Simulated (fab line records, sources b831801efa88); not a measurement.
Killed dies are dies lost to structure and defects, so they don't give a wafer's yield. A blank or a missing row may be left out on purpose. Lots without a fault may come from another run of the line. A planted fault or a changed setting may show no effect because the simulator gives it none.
Which tool did it? | flow sky130 | 6 lots, 17 wafers sampled, at 3 steps of a route of 708

WHAT THE GAUGES READ, wafer by wafer
SKY_METAL5_THK_MEAS_06: measures by xrf.
lot  | measured     | on            | METAL5_ALCU_THK (nm)
L820 | day 44 03:32 | film_metro-01 | 1193 1179 1190
L822 | day 44 12:01 | film_metro-01 | 1192 1163 1206
L826 | day 45 19:46 | film_metro-01 | 1156 1152 1187
L828 | day 46 17:42 | film_metro-01 | 1152 1163 1157
L830 | day 46 18:36 | film_metro-03 | 1183 1168 1187
L837 | day 49 04:55 | film_metro-03 | 1145

WHICH TOOL RAN EACH LOT (tool, then ch and the chambers of the sampled wafers, then the start)
lot  | SKY_LI_CONTACT_SPUTTER_20    | SKY_METAL4_SPUTTER_03
L820 | pvd_sputter-04, day 30 10:40 | pvd_sputter-03, day 41 00:01
L822 | pvd_sputter-03, day 30 23:07 | pvd_sputter-03, day 41 10:36
L826 | pvd_sputter-04, day 32 14:13 | pvd_sputter-01, day 42 22:13
L828 | pvd_sputter-03, day 33 05:25 | pvd_sputter-03, day 43 10:08
L830 | pvd_sputter-03, day 33 18:27 | pvd_sputter-02, day 43 20:25
L837 | pvd_sputter-04, day 36 12:34 | pvd_sputter-03, day 46 13:04
- SKY_LI_CONTACT_SPUTTER_20: material TiN, target thk 20 nm, time 80 s.
- SKY_METAL4_SPUTTER_03: material Ti, target thk 5 nm, time 3.3 s.

THE ANSWER, worked out from the rows above alone
Rule: what is usual is taken from the lots themselves. Put in order of their means at a reading, lots are off if they are a third of the lots or fewer, leave a main group of 4 or more, and stand apart from it by a gap of 3 or more times the standard deviation of the main group's means; of several such gaps the widest counts. A main group whose means are all the same, to the digits that the tables above print for the reading, isn't used. A lot without any number at a reading at which 4 lots or more have one is off too. The other lots that the step has rows for count as sound.
No lot is off at any reading shown: from this, nothing can be told.

WHAT THE SIMULATOR HAD PUT IN
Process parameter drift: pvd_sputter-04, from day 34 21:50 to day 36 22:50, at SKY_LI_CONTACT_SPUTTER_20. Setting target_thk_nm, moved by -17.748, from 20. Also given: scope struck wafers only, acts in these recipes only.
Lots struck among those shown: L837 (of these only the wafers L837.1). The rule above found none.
